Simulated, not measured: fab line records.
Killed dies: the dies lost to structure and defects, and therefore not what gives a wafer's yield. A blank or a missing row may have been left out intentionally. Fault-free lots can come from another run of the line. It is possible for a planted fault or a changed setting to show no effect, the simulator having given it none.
Which tool did it?    flow sky130    Sampling: 13 lots, 39 wafers, 4 of 708 route steps

== WHAT THE GAUGES READ, wafer by wafer ==
SKY_POLY_CUT_CD_MEAS_08: target cd 270 nm. Usual: 270.2 nm for cd_nm, sd 1.5.
lot   measured      on         cd_nm (nm)         flag
L724  day 24 06:31  cd_sem-01  268.7 268.6 268.0  
L725  day 24 10:14  cd_sem-02  271.0 270.3 271.2  
L726  day 24 15:41  cd_sem-01  269.1 269.0 269.4  
L727  day 25 01:58  cd_sem-02  268.3 268.7 269.3  
L731  day 26 17:18  cd_sem-02  269.7 270.6 269.9  
L732  day 27 02:31  cd_sem-02  272.2 273.9 271.8  
L733  day 27 12:37  cd_sem-01  268.9 268.5 268.4  
L735  day 28 06:38  cd_sem-01  269.4 270.3 271.7  
L737  day 28 19:42  cd_sem-01  271.1 268.7 269.7  
L738  day 29 03:17  cd_sem-02  271.3 269.6 271.2  
L744  day 31 06:13  cd_sem-02  267.6 267.7 267.3  
L745  day 31 08:16  cd_sem-02  272.5 272.7 271.2  
L747  day 32 02:07  cd_sem-02  271.2 270.8 270.2  

SKY_SD_N_RS_MEAS_18: measures by four-point-probe. Usual: RES_XHIGH_RS gives 333.1 ohm/sq (standard deviation 1.1).
lot   measured      on             RES_XHIGH_RS (ohm/sq)  flag
L724  day 27 22:38  film_metro-04  332.4 334.2 333.3      
L725  day 28 01:58  film_metro-04  333.5 334.1 333.2      
L726  day 28 08:02  film_metro-04  331.9 333.8 331.6      
L727  day 28 18:15  film_metro-04  332.3 332.0 331.9      
L731  day 30 07:48  film_metro-01  333.5 332.2 333.6      
L732  day 30 18:34  film_metro-03  333.0 332.7 332.9      
L733  day 31 01:26  film_metro-03  333.0 331.9 332.8      
L735  day 31 20:23  film_metro-01  333.6 334.6 334.6      
L737  day 32 08:29  film_metro-04  332.9 332.1 333.1      
L738  day 32 15:46  film_metro-03  330.5 330.5 333.1      
L744  day 34 14:50  film_metro-04  331.5 332.7 333.1      
L745  day 34 16:50  film_metro-01  332.9 334.4 335.5      
L747  day 35 10:19  film_metro-04  333.8 333.9 333.5      

SKY_LI_CONTACT_BOW_MEAS_03. Usual: LI_CONTACT_BOW gives 56 um (standard deviation 6.4).
lot   measured      on             LI_CONTACT_BOW (um)  flag
L724  day 27 23:14  film_metro-03  53 52 43             
L725  day 28 02:34  film_metro-01  64 67 63             
L726  day 28 08:38  film_metro-03  54 42 54             
L727  day 28 18:51  film_metro-04  60 63 60             
L731  day 30 08:24  film_metro-01  60 42 52             
L732  day 30 19:10  film_metro-01  44 61 50             
L733  day 31 02:02  film_metro-04  49 50 58             
L735  day 31 21:03  film_metro-03  57 57 59             
L737  day 32 09:05  film_metro-04  54 58 65             
L738  day 32 16:22  film_metro-03  46 57 45             
L744  day 34 15:26  film_metro-04  67 56 50             
L745  day 34 17:29  film_metro-03  50 58 63             
L747  day 35 10:59  film_metro-04  52 53 52             

== TOOL THAT RAN EACH LOT (tool first, then ch and the chambers of the sampled wafers, then the start) ==
lot   SKY_SD_N_STRIP_11
L724  plasma_asher-02 ch 0,1, day 27 22:00
L725  plasma_asher-04 ch 0,1, day 28 01:19
L726  plasma_asher-04 ch 0,1, day 28 07:23
L727  plasma_asher-03 ch 0,1, day 28 17:36
L731  plasma_asher-03 ch 0, day 30 07:10
L732  plasma_asher-04 ch 0,1, day 30 17:56
L733  plasma_asher-03 ch 0,1, day 31 00:49
L735  plasma_asher-02 ch 0,1, day 31 19:46
L737  plasma_asher-04 ch 0,1, day 32 07:52
L738  plasma_asher-03 ch 0,1, day 32 15:08
L744  plasma_asher-02 ch 0,1, day 34 14:11
L745  plasma_asher-02 ch 0,1, day 34 16:11
L747  plasma_asher-03 ch 0,1, day 35 09:40
- SKY_SD_N_STRIP_11: strips in O2/N2.

== WHAT THE TOOLS THEMSELVES READ (means of the sampled wafers that have a number; where no wafer has one, the mark that the record gives instead) ==
SKY_SD_N_STRIP_11. Usual: drypump_motor_current_A 5.6 A, standard deviation 0.31; oes_product_au 0.527 a.u., standard deviation 0.0045; strip_time_to_endpoint_s 22.56 s, standard deviation 0.046.
lot   tool             drypump_motor_current_A (A)  oes_product_au (a.u.)  strip_time_to_endpoint_s (s)  flag
L724  plasma_asher-02  5.3                          0.529                  22.56                         
L725  plasma_asher-04  5.8                          0.526                  22.58                         
L726  plasma_asher-04  6.0                          0.530                  22.51                         
L727  plasma_asher-03  5.5                          0.528                  22.51                         
L731  plasma_asher-03  5.9                          0.524                  22.61                         
L732  plasma_asher-04  5.9                          0.530                  22.56                         
L733  plasma_asher-03  5.5                          0.526                  22.56                         
L735  plasma_asher-02  5.3                          0.528                  22.57                         
L737  plasma_asher-04  6.0                          0.530                  22.61                         
L738  plasma_asher-03  5.4                          0.504                  -                             OFF
L744  plasma_asher-02  5.3                          0.526                  22.59                         
L745  plasma_asher-02  5.4                          0.529                  22.57                         
L747  plasma_asher-03  5.7                          0.526                  22.52                         

== THE ANSWER, worked out from the rows above alone ==
Rule: lot off if the mean of its wafers having a number is beyond 3 standard deviations from the usual mean. A lot without any number at a reading at which 4 lots or more have one is off too. All remaining lots with rows at the step are treated as sound. After the gauges, taken in route order, come the tools' own readings; for these a lot's mean is taken, as printed above. At the first step where some lot is off, the reading lying furthest off is the one used; lots without a number count as furthest.
Off, at SKY_SD_N_STRIP_11 on strip_time_to_endpoint_s: L738. Without a number there: L738.
A tool fits if, at that step or a process step before it, it ran every lot that is off, and no sound lot after the first of them. No candidate that was tried fits.

== WHAT HAD BEEN PUT IN BY THE SIMULATOR ==
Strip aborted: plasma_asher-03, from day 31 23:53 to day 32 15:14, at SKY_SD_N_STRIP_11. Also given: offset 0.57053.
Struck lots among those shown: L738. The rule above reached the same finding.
